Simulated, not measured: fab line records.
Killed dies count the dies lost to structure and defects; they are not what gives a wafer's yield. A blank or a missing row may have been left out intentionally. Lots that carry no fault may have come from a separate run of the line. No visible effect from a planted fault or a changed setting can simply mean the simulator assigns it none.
fab line records | flow gf180mcu
record lots=24 | wafers=72 | last-day=35
route steps=602 shown STI@14 NWELL@137 CONTACT@313 M2@366 V3@443
lots that met no fault: from a run of the same line without faults
start-h: the number of hours between the record's first day and the start of the first shown wafer of the lot | wait-h: hours since the lot's step before | " unchanged from the row above | L1.1+2: a row that stands for several wafers | - no value present, or no start provided | * or withheld: withheld | < > ~ a bound
route shown NAME@n: NAME is a module with steps in the file, n the number in the route of the first one | usual: mean/standard deviation taken from wafers without a fault | same: alike in all rows | chamber/n: place in a boat | sites: readings site by site | _std_site: the standard deviation of these | _edge_site: the outer-site mean with the inner-site mean subtracted | radius-mm: for every site, how far away it sits from the centre of the wafer | mask NAME#n: copy n | behind: the last tool/chamber to shape the wafer | hold: reason for holding the lot/hours on hold/outcome of the hold | device: the n, p or np transistor that did not switch | end of line: the same wafers' tests at the end of the route | step lacking rows: just its recipe | killed: the dies lost at the first sort to structure and to defects; this is not the yield of the wafer | map: the dies of a wafer, with x for killed, . for not killed, _ for no die there
set.NAME: the setting as run; set.NAME@STEP: as run at that earlier step | model.NAME: the simulator's own value behind a step, which no gauge read
the route's steps for a sample of lots (tables are steps, rows are wafers)
services: from which hour (start-h, from the record's first day; less than 0 if before it) a tool's chamber was out of use, for how many hours, and why
## steps
# step GF_STI_ETCH_13
# recipe chemistry=CHF3/O2 | stop-on=Si | over-etch-frac=0.3 | target-depth-a=2823.1 | source-w=600 | bias-w=200 | pressure-mtorr=40 | chf3-flow-sccm=50 | O2_flow_sccm=5 | time-s=112.9
# usual drypump-motor-current-A=6.0/0.44 | oes-product-au=0.833/0.0061 | throttle-valve-pct=8.811/0.0093
lot.wafer | tool        | chamber | start-h | wait-h | drypump-motor-current-A | oes-product-au | rf-hours-counter-h | throttle-valve-pct
L074.3    | rie-diel-04 | 3       | 25.79   | 0.1    | 6.3                     | 0.836          | 8                  | 8.830
L074.4    | "           | 3       | "       | "      | 6.3                     | 0.836          | -                  | 8.797
L074.6    | "           | 2       | "       | "      | 6.1                     | 0.841          | -                  | 8.812
L075.2    | rie-diel-04 | 0       | 30.44   | 0.1    | 5.4                     | 0.837          | 100                | 8.805
L075.3    | "           | 2       | "       | "      | 6.1                     | 0.838          | 7                  | 8.822
L075.5    | "           | 0       | "       | "      | 5.3                     | 0.839          | -                  | 8.819
L076.2    | rie-diel-03 | 3       | 36.12   | 0.1    | 6.6                     | 0.830          | 2                  | 8.815
L076.4    | "           | 2       | "       | "      | 6.5                     | 0.839          | 33                 | 8.818
L076.5    | "           | 2       | "       | "      | 6.5                     | 0.831          | -                  | 8.804
L077.2    | rie-diel-04 | 2       | 40.99   | 0.1    | 6.0                     | 0.830          | 8                  | 8.798
L077.4    | "           | 1       | "       | "      | 5.2                     | 0.835          | 67                 | 8.809
L077.5    | "           | 2       | "       | "      | 6.0                     | 0.832          | -                  | 8.815
L078.1    | rie-diel-03 | 3       | 46.29   | 0.1    | 6.6                     | 0.835          | 2                  | 8.817
L078.5    | "           | 0       | "       | "      | 6.6                     | 0.834          | -                  | 8.823
L078.6    | "           | 1       | "       | "      | 5.7                     | 0.842          | -                  | 8.814
L079.2    | rie-diel-04 | 0       | 52.12   | 0.1    | 5.4                     | 0.836          | 101                | 8.809
L079.3    | "           | 2       | "       | "      | 6.1                     | 0.833          | 8                  | 8.815
L079.5    | "           | 3       | "       | "      | 6.3                     | 0.841          | -                  | 8.822
L080.2    | rie-diel-04 | 0       | 57.09   | 0.1    | 5.3                     | 0.838          | 101                | 8.809
L080.3    | "           | 1       | "       | "      | 5.2                     | 0.833          | 68                 | 8.820
L080.4    | "           | 3       | "       | "      | 6.3                     | 0.834          | 9                  | 8.818
L081.1    | rie-diel-03 | 2       | 62.81   | 0.1    | 6.5                     | 0.841          | 34                 | 8.820
L081.2    | "           | 1       | "       | "      | 5.6                     | 0.831          | 5                  | 8.805
L081.6    | "           | 2       | "       | "      | 6.5                     | 0.830          | -                  | 8.822
L082.1    | rie-diel-02 | 1       | 67.59   | 0.1    | 5.7                     | 0.834          | 48                 | 8.810
L082.5    | "           | 1       | "       | "      | 5.7                     | 0.836          | -                  | 8.832
L082.6    | "           | 2       | "       | "      | 6.2                     | 0.836          | -                  | 8.820
L083.1    | rie-diel-03 | 2       | 72.34   | 0.1    | 6.5                     | 0.834          | 35                 | 8.803
L083.4    | "           | 3       | "       | "      | 6.6                     | 0.836          | 3                  | 8.792
L083.6    | "           | 1       | "       | "      | 5.7                     | 0.827          | -                  | 8.807
L084.1    | rie-diel-04 | 1       | 77.66   | 0.1    | 5.2                     | 0.837          | 68                 | 8.809
L084.3    | "           | 3       | "       | "      | 6.3                     | 0.831          | 10                 | 8.826
L084.6    | "           | 2       | "       | "      | 6.1                     | 0.828          | -                  | 8.800
L085.1    | rie-diel-04 | 3       | 82.52   | 0.1    | 6.3                     | 0.833          | 10                 | 8.830
L085.2    | "           | 2       | "       | "      | 6.1                     | 0.836          | 9                  | 8.813
L085.4    | "           | 3       | "       | "      | 6.3                     | 0.833          | -                  | 8.812
L086.2    | rie-diel-03 | 2       | 87.26   | 0.1    | 6.5                     | 0.824          | 35                 | 8.805
L086.4    | "           | 3       | "       | "      | 6.6                     | 0.832          | 3                  | 8.815
L086.5    | "           | 0       | "       | "      | 6.6                     | 0.828          | -                  | 8.821
L087.2    | rie-diel-02 | 3       | 92.24   | 0.1    | 6.1                     | 0.828          | 6                  | 8.812
L087.3    | "           | 1       | "       | "      | 5.7                     | 0.833          | 49                 | 8.807
L087.4    | "           | 0       | "       | "      | 5.8                     | 0.828          | 29                 | 8.805
L088.2    | rie-diel-03 | 2       | 98.41   | 0.1    | 6.5                     | 0.828          | 35                 | 8.824
L088.4    | "           | 3       | "       | "      | 6.6                     | 0.833          | 3                  | 8.802
L088.6    | "           | 0       | "       | "      | 6.6                     | 0.822          | -                  | 8.828
L089.1    | rie-diel-04 | 0       | 102.61  | 0.1    | 5.3                     | 0.845          | 102                | 8.803
L089.4    | "           | 2       | "       | "      | 6.1                     | 0.829          | 9                  | 8.806
L089.6    | "           | 3       | "       | "      | 6.2                     | 0.829          | -                  | 8.817
L090.1    | rie-diel-02 | 3       | 107.96  | 0.1    | 6.1                     | 0.819          | 7                  | 8.802
L090.4    | "           | 0       | "       | "      | 5.9                     | 0.816          | 29                 | 8.807
L090.6    | "           | 0       | "       | "      | 5.9                     | 0.818          | -                  | 8.791
L091.1    | rie-diel-04 | 0       | 113.04  | 0.1    | 5.3                     | 0.836          | 102                | 8.827
L091.4    | "           | 1       | "       | "      | 5.2                     | 0.838          | 69                 | 8.813
L091.5    | "           | 0       | "       | "      | 5.4                     | 0.833          | -                  | 8.789
L092.3    | rie-diel-04 | 0       | 119.19  | 0.1    | 5.4                     | 0.827          | 102                | 8.821
L092.4    | "           | 2       | "       | "      | 6.1                     | 0.837          | -                  | 8.822
L092.5    | "           | 1       | "       | "      | 5.2                     | 0.837          | -                  | 8.805
L093.2    | rie-diel-03 | 1       | 127.26  | 0.1    | 5.7                     | 0.836          | 7                  | 8.810
L093.4    | "           | 2       | "       | "      | 6.5                     | 0.837          | 36                 | 8.827
L093.5    | "           | 1       | "       | "      | 5.7                     | 0.844          | -                  | 8.807
L094.1    | rie-diel-02 | 2       | 132.41  | 0.1    | 6.2                     | 0.827          | 134                | 8.809
L094.2    | "           | 3       | "       | "      | 6.1                     | 0.816          | 7                  | 8.829
L094.3    | "           | 1       | "       | "      | 5.7                     | 0.824          | 50                 | 8.806
L095.2    | rie-diel-02 | 3       | 136.39  | 0.1    | 6.1                     | 0.838          | 8                  | 8.800
L095.4    | "           | 1       | "       | "      | 5.7                     | 0.834          | 50                 | 8.791
L095.6    | "           | 2       | "       | "      | 6.2                     | 0.833          | -                  | 8.814
L096.1    | rie-diel-04 | 3       | 140.09  | 0.1    | 6.3                     | 0.839          | 11                 | 8.801
L096.4    | "           | 2       | "       | "      | 6.0                     | 0.838          | 11                 | 8.811
L096.6    | "           | 3       | "       | "      | 6.3                     | 0.832          | -                  | 8.816
L097.4    | rie-diel-02 | 1       | 144.27  | 0.0    | 5.7                     | 0.829          | 50                 | 8.804
L097.5    | "           | 0       | "       | "      | 5.9                     | 0.818          | -                  | 8.810
L097.6    | "           | 3       | "       | "      | 6.1                     | 0.824          | -                  | 8.823
# step GF_STI_THK_MEAS_30
# recipe reads=SiO2_of_STI_OXIDATION_29
# usual STI_OXIDATION_02_THK=9.90/0.19
lot.wafer | tool          | chamber | start-h | wait-h | STI_OXIDATION_02_THK[nm]
L074.3    | film-metro-01 | -       | 30.44   | 0.0    | 9.61
L074.4    | "             | -       | "       | "      | 9.82
L074.6    | "             | -       | "       | "      | 9.66
L075.2    | film-metro-02 | -       | 35.26   | 0.0    | 9.94
L075.3    | "             | -       | "       | "      | 9.95
L075.5    | "             | -       | "       | "      | 9.98
L076.2    | film-metro-03 | -       | 40.35   | 0.0    | 9.86
L076.4    | "             | -       | "       | "      | 10.05
L076.5    | "             | -       | "       | "      | 10.04
L077.2    | film-metro-01 | -       | 45.99   | 0.0    | 9.87
L077.4    | "             | -       | "       | "      | 9.84
L077.5    | "             | -       | "       | "      | 9.77
L078.1    | film-metro-03 | -       | 51.20   | 0.0    | 9.95
L078.5    | "             | -       | "       | "      | 10.00
L078.6    | "             | -       | "       | "      | 9.85
L079.2    | film-metro-02 | -       | 56.40   | 0.0    | 9.45
L079.3    | "             | -       | "       | "      | 9.41
L079.5    | "             | -       | "       | "      | 9.54
L080.2    | film-metro-03 | -       | 61.47   | 0.0    | 9.89
L080.3    | "             | -       | "       | "      | 9.97
L080.4    | "             | -       | "       | "      | 9.80
L081.1    | film-metro-02 | -       | 67.77   | 0.0    | 9.51
L081.2    | "             | -       | "       | "      | 9.82
L081.6    | "             | -       | "       | "      | 9.59
L082.1    | film-metro-03 | -       | 72.30   | 0.0    | 9.95
L082.5    | "             | -       | "       | "      | 10.08
L082.6    | "             | -       | "       | "      | 9.85
L083.1    | film-metro-02 | -       | 76.56   | 0.0    | 10.23
L083.4    | "             | -       | "       | "      | 10.16
L083.6    | "             | -       | "       | "      | 10.07
L084.1    | film-metro-02 | -       | 82.15   | 0.0    | 10.01
L084.3    | "             | -       | "       | "      | 10.27
L084.6    | "             | -       | "       | "      | 10.37
L085.1    | film-metro-03 | -       | 87.99   | 0.0    | 9.89
L085.2    | "             | -       | "       | "      | 9.99
L085.4    | "             | -       | "       | "      | 9.96
L086.2    | film-metro-01 | -       | 91.61   | 0.0    | 9.77
L086.4    | "             | -       | "       | "      | 9.80
L086.5    | "             | -       | "       | "      | 9.90
L087.2    | film-metro-03 | -       | 97.59   | 0.0    | 9.93
L087.3    | "             | -       | "       | "      | 9.91
L087.4    | "             | -       | "       | "      | 9.95
L088.2    | film-metro-03 | -       | 107.05  | 0.0    | 9.94
L088.4    | "             | -       | "       | "      | 9.93
L088.6    | "             | -       | "       | "      | 9.63
L089.1    | film-metro-01 | -       | 114.23  | 0.0    | 10.24
L089.4    | "             | -       | "       | "      | 10.29
L089.6    | "             | -       | "       | "      | 10.02
L090.1    | film-metro-02 | -       | 118.26  | 0.0    | 9.86
L090.4    | "             | -       | "       | "      | 9.66
L090.6    | "             | -       | "       | "      | 9.95
L091.1    | film-metro-01 | -       | 120.56  | 0.0    | 9.81
L091.4    | "             | -       | "       | "      | 9.75
L091.5    | "             | -       | "       | "      | 9.98
L092.3    | film-metro-03 | -       | 123.48  | 0.0    | 10.00
L092.4    | "             | -       | "       | "      | 10.03
L092.5    | "             | -       | "       | "      | 9.92
L093.2    | film-metro-03 | -       | 132.55  | 0.0    | 9.67
L093.4    | "             | -       | "       | "      | 9.85
L093.5    | "             | -       | "       | "      | 9.85
L094.1    | film-metro-03 | -       | 137.13  | 0.0    | 9.99
L094.2    | "             | -       | "       | "      | 9.91
L094.3    | "             | -       | "       | "      | 9.89
L095.2    | film-metro-03 | -       | 144.13  | 0.0    | 9.91
L095.4    | "             | -       | "       | "      | 9.98
L095.6    | "             | -       | "       | "      | 9.89
L096.1    | film-metro-03 | -       | 148.52  | 0.0    | 9.92
L096.4    | "             | -       | "       | "      | 9.99
L096.6    | "             | -       | "       | "      | 9.98
L097.4    | film-metro-02 | -       | 152.89  | 0.0    | 9.87
L097.5    | "             | -       | "       | "      | 9.79
L097.6    | "             | -       | "       | "      | 9.97
# step GF_VT_IMPLANT_RS_MEAS_47
# recipe thk-meas-gauge=four-point-probe
# usual NWELL_RS=488.3/1.1
lot.wafer | tool          | chamber | start-h | wait-h | NWELL_RS[ohm/sq]
L074.3    | film-metro-02 | -       | 162.81  | 0.1    | 487.8
L074.4    | "             | -       | "       | "      | 490.0
L074.6    | "             | -       | "       | "      | 489.9
L075.2    | film-metro-02 | -       | 168.59  | 0.1    | 487.1
L075.3    | "             | -       | "       | "      | 488.8
L075.5    | "             | -       | "       | "      | 488.9
L076.2    | film-metro-02 | -       | 174.32  | 0.1    | 489.3
L076.4    | "             | -       | "       | "      | 487.8
L076.5    | "             | -       | "       | "      | 488.2
L077.2    | film-metro-01 | -       | 182.12  | 0.1    | 490.4
L077.4    | "             | -       | "       | "      | 490.2
L077.5    | "             | -       | "       | "      | 490.1
L078.1    | film-metro-04 | -       | 188.07  | 0.1    | 486.4
L078.5    | "             | -       | "       | "      | 487.3
L078.6    | "             | -       | "       | "      | 487.1
L079.2    | film-metro-01 | -       | 196.53  | 0.1    | 487.1
L079.3    | "             | -       | "       | "      | 486.8
L079.5    | "             | -       | "       | "      | 488.5
L080.2    | film-metro-04 | -       | 204.22  | 0.1    | 486.8
L080.3    | "             | -       | "       | "      | 488.5
L080.4    | "             | -       | "       | "      | 488.5
L081.1    | film-metro-01 | -       | 208.77  | 0.1    | 489.9
L081.2    | "             | -       | "       | "      | 488.3
L081.6    | "             | -       | "       | "      | 489.8
L082.1    | film-metro-02 | -       | 215.00  | 0.1    | 487.6
L082.5    | "             | -       | "       | "      | 486.9
L082.6    | "             | -       | "       | "      | 486.8
L083.1    | film-metro-01 | -       | 224.42  | 0.1    | 488.4
L083.4    | "             | -       | "       | "      | 489.5
L083.6    | "             | -       | "       | "      | 488.3
L084.1    | film-metro-01 | -       | 226.26  | 0.1    | 488.9
L084.3    | "             | -       | "       | "      | 487.9
L084.6    | "             | -       | "       | "      | 488.0
L085.1    | film-metro-01 | -       | 234.62  | 0.1    | 487.8
L085.2    | "             | -       | "       | "      | 486.5
L085.4    | "             | -       | "       | "      | 486.4
L086.2    | film-metro-02 | -       | 240.54  | 0.1    | 487.8
L086.4    | "             | -       | "       | "      | 486.5
L086.5    | "             | -       | "       | "      | 487.9
L087.2    | film-metro-04 | -       | 247.97  | 0.1    | 486.6
L087.3    | "             | -       | "       | "      | 487.6
L087.4    | "             | -       | "       | "      | 486.2
L088.2    | film-metro-04 | -       | 259.72  | 0.1    | 488.2
L088.4    | "             | -       | "       | "      | 488.5
L088.6    | "             | -       | "       | "      | 488.5
L089.1    | film-metro-01 | -       | 270.11  | 0.1    | 488.4
L089.4    | "             | -       | "       | "      | 487.8
L089.6    | "             | -       | "       | "      | 487.9
L090.1    | film-metro-04 | -       | 275.82  | 0.1    | 488.6
L090.4    | "             | -       | "       | "      | 488.1
L090.6    | "             | -       | "       | "      | 490.2
L091.1    | film-metro-04 | -       | 277.61  | 0.1    | 487.1
L091.4    | "             | -       | "       | "      | 487.1
L091.5    | "             | -       | "       | "      | 487.9
L092.3    | film-metro-02 | -       | 283.34  | 0.1    | 488.2
L092.4    | "             | -       | "       | "      | 486.8
L092.5    | "             | -       | "       | "      | 486.7
L093.2    | film-metro-01 | -       | 294.78  | 0.1    | 488.0
L093.4    | "             | -       | "       | "      | 489.5
L093.5    | "             | -       | "       | "      | 487.9
L094.1    | film-metro-02 | -       | 299.80  | 0.1    | 488.7
L094.2    | "             | -       | "       | "      | 486.4
L094.3    | "             | -       | "       | "      | 487.9
L095.2    | film-metro-01 | -       | 309.68  | 0.1    | 489.8
L095.4    | "             | -       | "       | "      | 489.1
L095.6    | "             | -       | "       | "      | 488.0
L096.1    | film-metro-02 | -       | 315.52  | 0.1    | 489.5
L096.4    | "             | -       | "       | "      | 490.8
L096.6    | "             | -       | "       | "      | 489.7
L097.4    | film-metro-04 | -       | 322.16  | 0.1    | 487.9
L097.5    | "             | -       | "       | "      | 488.8
L097.6    | "             | -       | "       | "      | 488.5
# step GF_CONTACT_THK_MEAS_26
# recipe thk-meas-gauge=xrf | reads=W_of_CONTACT_CVD_24
# usual CONTACT_W_THK=313/4
lot.wafer | tool          | chamber | start-h | wait-h | CONTACT_W_THK[nm]
L074.3    | film-metro-04 | -       | 380.27  | 0.1    | 310
L074.4    | "             | -       | "       | "      | 315
L074.6    | "             | -       | "       | "      | 316
L075.2    | film-metro-02 | -       | 391.84  | 0.1    | 319
L075.3    | "             | -       | "       | "      | 314
L075.5    | "             | -       | "       | "      | 313
L076.2    | film-metro-02 | -       | 392.47  | 0.1    | 316
L076.4    | "             | -       | "       | "      | 311
L076.5    | "             | -       | "       | "      | 316
L077.2    | film-metro-02 | -       | 403.15  | 0.1    | 319
L077.4    | "             | -       | "       | "      | 310
L077.5    | "             | -       | "       | "      | 320
L078.1    | film-metro-04 | -       | 419.12  | 0.1    | 309
L078.5    | "             | -       | "       | "      | 310
L078.6    | "             | -       | "       | "      | 318
L079.2    | film-metro-01 | -       | 428.43  | 0.1    | 317
L079.3    | "             | -       | "       | "      | 316
L079.5    | "             | -       | "       | "      | 315
L080.2    | film-metro-02 | -       | 434.16  | 0.1    | 320
L080.3    | "             | -       | "       | "      | 313
L080.4    | "             | -       | "       | "      | 323
L082.1    | film-metro-01 | -       | 448.42  | 0.1    | 315
L082.5    | "             | -       | "       | "      | 315
L082.6    | "             | -       | "       | "      | 317
L081.1    | film-metro-02 | -       | 449.59  | 0.1    | 313
L081.2    | "             | -       | "       | "      | 318
L081.6    | "             | -       | "       | "      | 313
L083.1    | film-metro-04 | -       | 457.93  | 0.1    | 311
L083.4    | "             | -       | "       | "      | 311
L083.6    | "             | -       | "       | "      | 312
L084.1    | film-metro-02 | -       | 464.06  | 0.1    | 318
L084.3    | "             | -       | "       | "      | 314
L084.6    | "             | -       | "       | "      | 317
L085.1    | film-metro-01 | -       | 471.62  | 0.1    | 310
L085.2    | "             | -       | "       | "      | 313
L085.4    | "             | -       | "       | "      | 314
L086.2    | film-metro-02 | -       | 480.08  | 0.1    | 319
L086.4    | "             | -       | "       | "      | 312
L086.5    | "             | -       | "       | "      | 315
L087.2    | film-metro-02 | -       | 489.01  | 0.1    | 319
L087.3    | "             | -       | "       | "      | 322
L087.4    | "             | -       | "       | "      | 317
L088.2    | film-metro-04 | -       | 504.31  | 0.1    | 314
L088.4    | "             | -       | "       | "      | 311
L088.6    | "             | -       | "       | "      | 311
L089.1    | film-metro-02 | -       | 516.28  | 0.1    | 310
L089.4    | "             | -       | "       | "      | 310
L089.6    | "             | -       | "       | "      | 311
L090.1    | film-metro-01 | -       | 519.14  | 0.1    | 313
L090.4    | "             | -       | "       | "      | 309
L090.6    | "             | -       | "       | "      | 314
L091.1    | film-metro-01 | -       | 527.50  | 0.1    | 316
L091.4    | "             | -       | "       | "      | 312
L091.5    | "             | -       | "       | "      | 316
L092.3    | film-metro-04 | -       | 532.85  | 0.1    | 313
L092.4    | "             | -       | "       | "      | 311
L092.5    | "             | -       | "       | "      | 316
L093.2    | film-metro-04 | -       | 543.78  | 0.1    | 309
L093.4    | "             | -       | "       | "      | 313
L093.5    | "             | -       | "       | "      | 305
L094.1    | film-metro-01 | -       | 549.14  | 0.1    | 308
L094.2    | "             | -       | "       | "      | 316
L094.3    | "             | -       | "       | "      | 307
L095.2    | film-metro-01 | -       | 562.08  | 0.1    | 308
L095.4    | "             | -       | "       | "      | 315
L095.6    | "             | -       | "       | "      | 317
L096.1    | film-metro-01 | -       | 565.61  | 0.1    | 313
L096.4    | "             | -       | "       | "      | 309
L096.6    | "             | -       | "       | "      | 318
L097.4    | film-metro-01 | -       | 573.90  | 0.1    | 315
L097.5    | "             | -       | "       | "      | 312
L097.6    | "             | -       | "       | "      | 309
# step GF_M2_SPUTTER_04
# recipe material=TiN | target-thk-nm=50 | power-w=6500 | time-s=40.11 | chamber-pressure-pa=0.4
# usual throttle-valve-pct=29.8/0.84
lot.wafer | tool           | chamber | start-h | wait-h | throttle-valve-pct
L074.3    | pvd-sputter-04 | -       | 431.72  | 0.0    | 28.3
L074.4    | "              | -       | "       | "      | 30.6
L074.6    | "              | -       | "       | "      | 28.1
L075.2    | pvd-sputter-03 | -       | 443.84  | 0.0    | 28.9
L075.3    | "              | -       | "       | "      | 28.8
L075.5    | "              | -       | "       | "      | 28.6
L076.2    | pvd-sputter-02 | -       | 444.62  | 0.0    | 29.9
L076.4    | "              | -       | "       | "      | 31.1
L076.5    | "              | -       | "       | "      | 31.1
L077.2    | pvd-sputter-02 | -       | 456.01  | 0.0    | 30.3
L077.4    | "              | -       | "       | "      | 31.1
L077.5    | "              | -       | "       | "      | 30.5
L078.1    | pvd-sputter-02 | -       | 472.85  | 0.0    | 29.9
L078.5    | "              | -       | "       | "      | 30.2
L078.6    | "              | -       | "       | "      | 30.9
L079.2    | pvd-sputter-02 | -       | 481.71  | 0.0    | 29.9
L079.3    | "              | -       | "       | "      | 30.0
L079.5    | "              | -       | "       | "      | 30.4
L080.2    | pvd-sputter-04 | -       | 487.28  | 0.0    | 28.2
L080.3    | "              | -       | "       | "      | 29.6
L080.4    | "              | -       | "       | "      | 30.5
L082.1    | pvd-sputter-02 | -       | 501.62  | 0.0    | 31.2
L082.5    | "              | -       | "       | "      | 30.6
L082.6    | "              | -       | "       | "      | 30.2
L081.1    | pvd-sputter-03 | -       | 503.05  | 0.0    | 28.8
L081.2    | "              | -       | "       | "      | 29.0
L081.6    | "              | -       | "       | "      | 28.9
L083.1    | pvd-sputter-04 | -       | 510.83  | 0.0    | 29.5
L083.4    | "              | -       | "       | "      | 29.9
L083.6    | "              | -       | "       | "      | 28.4
L084.1    | pvd-sputter-02 | -       | 515.70  | 0.0    | 29.9
L084.3    | "              | -       | "       | "      | 29.6
L084.6    | "              | -       | "       | "      | 30.7
L085.1    | pvd-sputter-03 | -       | 523.19  | 0.0    | 28.8
L085.2    | "              | -       | "       | "      | 29.6
L085.4    | "              | -       | "       | "      | 28.6
L086.2    | pvd-sputter-02 | -       | 531.13  | 0.0    | 30.5
L086.4    | "              | -       | "       | "      | 29.8
L086.5    | "              | -       | "       | "      | 30.1
L087.2    | pvd-sputter-02 | -       | 540.14  | 0.0    | 30.1
L087.3    | "              | -       | "       | "      | 30.5
L087.4    | "              | -       | "       | "      | 30.0
L088.2    | pvd-sputter-02 | -       | 553.94  | 0.0    | 31.3
L088.4    | "              | -       | "       | "      | 29.9
L088.6    | "              | -       | "       | "      | 29.9
L089.1    | pvd-sputter-04 | -       | 565.70  | 0.0    | 30.0
L089.4    | "              | -       | "       | "      | 28.4
L089.6    | "              | -       | "       | "      | 29.6
L090.1    | pvd-sputter-03 | -       | 567.96  | 0.0    | 28.5
L090.4    | "              | -       | "       | "      | 28.6
L090.6    | "              | -       | "       | "      | 28.6
L091.1    | pvd-sputter-03 | -       | 576.53  | 0.0    | 29.2
L091.4    | "              | -       | "       | "      | 29.5
L091.5    | "              | -       | "       | "      | 28.9
L092.3    | pvd-sputter-02 | -       | 582.01  | 0.0    | 30.2
L092.4    | "              | -       | "       | "      | 30.8
L092.5    | "              | -       | "       | "      | 30.5
L093.2    | pvd-sputter-03 | -       | 591.30  | 0.0    | 28.5
L093.4    | "              | -       | "       | "      | 29.2
L093.5    | "              | -       | "       | "      | 29.2
L094.1    | pvd-sputter-03 | -       | 597.87  | 0.0    | 29.6
L094.2    | "              | -       | "       | "      | 28.5
L094.3    | "              | -       | "       | "      | 28.5
L095.2    | pvd-sputter-02 | -       | 609.29  | 0.0    | 30.3
L095.4    | "              | -       | "       | "      | 30.3
L095.6    | "              | -       | "       | "      | 30.1
L096.1    | pvd-sputter-02 | -       | 613.43  | 0.0    | 30.6
L096.4    | "              | -       | "       | "      | 29.7
L096.6    | "              | -       | "       | "      | 29.9
L097.4    | pvd-sputter-03 | -       | 620.58  | 0.0    | 29.4
L097.5    | "              | -       | "       | "      | 29.2
L097.6    | "              | -       | "       | "      | 28.7
# step GF_V3_CD_MEAS_14
# recipe target-cd-nm=260
# usual cd-nm=259.7/1.1
lot.wafer | tool      | chamber | start-h | wait-h | cd-nm
L074.3    | cd-sem-01 | -       | 532.79  | 0.1    | 257.9
L074.4    | "         | -       | "       | "      | 258.5
L074.6    | "         | -       | "       | "      | 257.5
L075.2    | cd-sem-02 | -       | 543.38  | 0.1    | 259.7
L075.3    | "         | -       | "       | "      | 259.1
L075.5    | "         | -       | "       | "      | 259.5
L076.2    | cd-sem-02 | -       | 545.28  | 0.1    | 258.4
L076.4    | "         | -       | "       | "      | 258.4
L076.5    | "         | -       | "       | "      | 258.2
L077.2    | cd-sem-01 | -       | 555.28  | 0.1    | 261.1
L077.4    | "         | -       | "       | "      | 260.5
L077.5    | "         | -       | "       | "      | 260.3
L078.1    | cd-sem-02 | -       | 572.31  | 0.1    | 260.0
L078.5    | "         | -       | "       | "      | 260.7
L078.6    | "         | -       | "       | "      | 260.2
L079.2    | cd-sem-02 | -       | 580.16  | 0.1    | 261.5
L079.3    | "         | -       | "       | "      | 260.7
L079.5    | "         | -       | "       | "      | 261.0
L080.2    | cd-sem-01 | -       | 584.68  | 0.1    | 261.7
L080.3    | "         | -       | "       | "      | 262.1
L080.4    | "         | -       | "       | "      | 262.0
L082.1    | cd-sem-02 | -       | 597.39  | 0.1    | 259.4
L082.5    | "         | -       | "       | "      | 260.5
L082.6    | "         | -       | "       | "      | 259.3
L081.1    | cd-sem-01 | -       | 598.06  | 0.1    | 258.8
L081.2    | "         | -       | "       | "      | 260.3
L081.6    | "         | -       | "       | "      | 259.7
L083.1    | cd-sem-01 | -       | 605.99  | 0.2    | 258.1
L083.4    | "         | -       | "       | "      | 258.6
L083.6    | "         | -       | "       | "      | 258.4
L084.1    | cd-sem-01 | -       | 609.95  | 0.1    | 258.9
L084.3    | "         | -       | "       | "      | 259.4
L084.6    | "         | -       | "       | "      | 259.1
L085.1    | cd-sem-01 | -       | 617.49  | 0.1    | 259.4
L085.2    | "         | -       | "       | "      | 259.5
L085.4    | "         | -       | "       | "      | 258.0
L086.2    | cd-sem-02 | -       | 623.67  | 0.1    | 259.0
L086.4    | "         | -       | "       | "      | 260.6
L086.5    | "         | -       | "       | "      | 260.5
L087.2    | cd-sem-01 | -       | 631.12  | 0.1    | 260.6
L087.3    | "         | -       | "       | "      | 260.5
L087.4    | "         | -       | "       | "      | 260.0
L088.2    | cd-sem-02 | -       | 644.12  | 0.1    | 258.7
L088.4    | "         | -       | "       | "      | 259.2
L088.6    | "         | -       | "       | "      | 258.7
L089.1    | cd-sem-02 | -       | 655.70  | 0.1    | 260.3
L089.4    | "         | -       | "       | "      | 260.3
L089.6    | "         | -       | "       | "      | 260.3
L090.1    | cd-sem-02 | -       | 657.49  | 0.1    | 261.1
L090.4    | "         | -       | "       | "      | 259.5
L090.6    | "         | -       | "       | "      | 260.6
L091.1    | cd-sem-01 | -       | 665.49  | 0.1    | 260.9
L091.4    | "         | -       | "       | "      | 260.6
L091.5    | "         | -       | "       | "      | 259.6
L092.3    | cd-sem-02 | -       | 670.50  | 0.1    | 259.0
L092.4    | "         | -       | "       | "      | 259.0
L092.5    | "         | -       | "       | "      | 259.3
L093.2    | cd-sem-02 | -       | 678.92  | 0.1    | 259.6
L093.4    | "         | -       | "       | "      | 259.2
L093.5    | "         | -       | "       | "      | 260.0
L094.1    | cd-sem-02 | -       | 684.14  | 0.1    | 259.7
L094.2    | "         | -       | "       | "      | 260.4
L094.3    | "         | -       | "       | "      | 260.2
L095.2    | cd-sem-01 | -       | 695.61  | 0.1    | 260.5
L095.4    | "         | -       | "       | "      | 260.7
L095.6    | "         | -       | "       | "      | 259.3
L096.1    | cd-sem-01 | -       | 698.24  | 0.1    | 256.6
L096.4    | "         | -       | "       | "      | 256.4
L096.6    | "         | -       | "       | "      | 256.6
L097.4    | cd-sem-02 | -       | 704.47  | 0.1    | 259.7
L097.5    | "         | -       | "       | "      | 260.0
L097.6    | "         | -       | "       | "      | 259.7
## services
tool           | chamber | start-h | hours | kind
rie-diel-04    | 1       | 2.42    | 30.5  | repair
rie-diel-04    | 1       | 79.87   | 16.6  | repair
rie-diel-04    | 0       | 80.09   | 3.6   | repair
pvd-sputter-02 | -       | 85.42   | 2.0   | repair
rie-diel-04    | 3       | 116.30  | 16.6  | repair
pvd-sputter-02 | -       | 166.22  | 2.9   | repair
pvd-sputter-03 | -       | 171.65  | 5.0   | repair
pvd-sputter-02 | -       | 175.51  | 2.3   | repair
rie-diel-04    | 2       | 198.91  | 17.9  | repair
pvd-sputter-02 | -       | 250.68  | 4.8   | repair
rie-diel-04    | 0       | 258.29  | 4.1   | repair
pvd-sputter-03 | -       | 266.04  | 13.9  | repair
rie-diel-04    | 3       | 389.80  | 4.1   | repair
rie-diel-04    | 0       | 397.95  | 11.0  | repair
pvd-sputter-03 | -       | 413.20  | 1.9   | repair
rie-diel-04    | 3       | 462.67  | 2.7   | repair
rie-diel-04    | -       | 478.93  | 0.7   | repair
rie-diel-04    | 0       | 498.04  | 7.5   | repair
rie-diel-04    | 3       | 498.85  | 1.7   | repair
rie-diel-04    | 1       | 554.99  | 9.7   | repair
pvd-sputter-02 | -       | 571.25  | 7.4   | repair
rie-diel-04    | 1       | 595.56  | 6.0   | repair
rie-diel-04    | 2       | 600.56  | 5.9   | repair
rie-diel-04    | 2       | 619.00  | 15.2  | repair
## key
fault none
